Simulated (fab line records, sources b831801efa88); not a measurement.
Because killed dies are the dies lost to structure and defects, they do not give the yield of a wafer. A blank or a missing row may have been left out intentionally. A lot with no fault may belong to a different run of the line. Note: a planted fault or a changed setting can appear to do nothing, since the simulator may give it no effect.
The tool behind it: which one? + flow gf180mcu + 6 lots, 18 wafers sampled, at 1 step of a route of 602

## WHAT EACH GAUGE READ, for each wafer
GF_M3_RS_MEAS_05: measures by four-point-probe.
| lot  | measured     | on            | M3_ALCU_RS (ohm/sq)  |
|------|--------------|---------------|----------------------|
| L870 | day 21 17:11 | film_metro-04 | 0.0713 0.0701 0.0710 |
| L872 | day 22 13:58 | film_metro-03 | 0.0696 0.0687 0.0698 |
| L879 | day 25 00:00 | film_metro-01 | 0.0719 0.0713 0.0711 |
| L881 | day 25 15:55 | film_metro-04 | 0.0682 0.0677 0.0684 |
| L884 | day 26 16:39 | film_metro-01 | 0.0693 0.0696 0.0700 |
| L888 | day 27 17:07 | film_metro-01 | 0.0687 0.0698 0.0695 |

## WHAT TOOL EACH LOT RAN ON (gives the tool, then ch and the chambers of the sampled wafers, and finally the start)
The record shows no process step preceding these readings.

## THE ANSWER, worked out from the rows above alone
Rule: the usual values come from the lots themselves. Put in order of their means at a reading, lots are off if they are a third of the lots or fewer, leave a main group of 4 or more, and stand apart from it by a gap of 3 or more times the standard deviation of the main group's means; of several such gaps the widest counts. Not used: any main group whose means are identical at the precision the tables above print for the reading. Also off: a lot with no number at a reading for which 4 or more lots have one. Any other lot the step has rows for is counted as sound.
Nothing can be told from this: no lot is off at any reading shown.

## WHAT THE SIMULATOR HAD INSERTED
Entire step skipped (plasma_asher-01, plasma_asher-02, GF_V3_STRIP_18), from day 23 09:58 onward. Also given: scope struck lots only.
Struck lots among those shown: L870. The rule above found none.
